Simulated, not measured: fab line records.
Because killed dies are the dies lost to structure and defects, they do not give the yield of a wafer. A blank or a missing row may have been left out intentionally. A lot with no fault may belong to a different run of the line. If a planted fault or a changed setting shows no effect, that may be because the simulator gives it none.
Matching of chambers + flow gf180mcu + GF_V5_CMP_04 on cmp-01 has 4 sister chambers
The step polishes SiO2. 4 wafers are shown with their chamber, then 11 later ones without.

WAFERS PAIRED WITH THEIR CHAMBERS
| wafer  | chamber | motor-current-A (A) |
|--------|---------|---------------------|
| L080.2 | 3       | 10.7                |
| L086.1 | 2       | 13.4                |
| L086.5 | 0       | 15.6                |
| L087.2 | 1       | 10.9                |

WAFERS MISSING THEIR CHAMBER
| wafer  | motor-current-A (A) |
|--------|---------------------|
| L087.4 | 10.9                |
| L087.6 | 10.9                |
| L092.1 | 13.4                |
| L092.3 | 10.9                |
| L092.5 | 15.0                |
| L094.2 | 14.7                |
| L094.4 | 11.4                |
| L094.5 | 11.7                |
| L097.1 | 14.0                |
| L097.3 | 11.3                |
| L097.4 | 13.5                |

WHICH CHAMBER EACH WENT THROUGH
| wafer  | from the rows above          | in truth                   |
|--------|------------------------------|----------------------------|
| L087.4 | can't be placed: 1 or 3      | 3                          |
| L087.6 | can't be placed: 1 or 3      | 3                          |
| L092.1 | 2                            | 2                          |
| L092.3 | can't be placed: 1 or 3      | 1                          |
| L092.5 | 0                            | 0                          |
| L094.2 | can't be placed: 0 or 2      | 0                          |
| L094.4 | can't be placed: 1 or 3      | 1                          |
| L094.5 | can't be placed: 1 or 3 or 2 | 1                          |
| L097.1 | 2                            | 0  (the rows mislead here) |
| L097.3 | can't be placed: 1 or 3      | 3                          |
| L097.4 | 2                            | 2                          |
Correctly placed: 3 of 11. Unplaceable from these rows: 7, with the true chamber sitting among the candidates in 7. Number placed wrongly: 1.
How it was worked out, from the rows above alone: a wafer's distance from a chamber is the root of the sum, over the readings, of the square of ((its reading less the chamber's mean) divided by the reading's scatter). The wafer belongs to the nearest chamber; if the next one is less than 2 further off, it can't be placed. For every chamber, the mean is computed from those of its wafers that are shown. The scatter: root of mean squared gap, hidden wafer to nearest shown wafer, with one shown wafer a chamber.
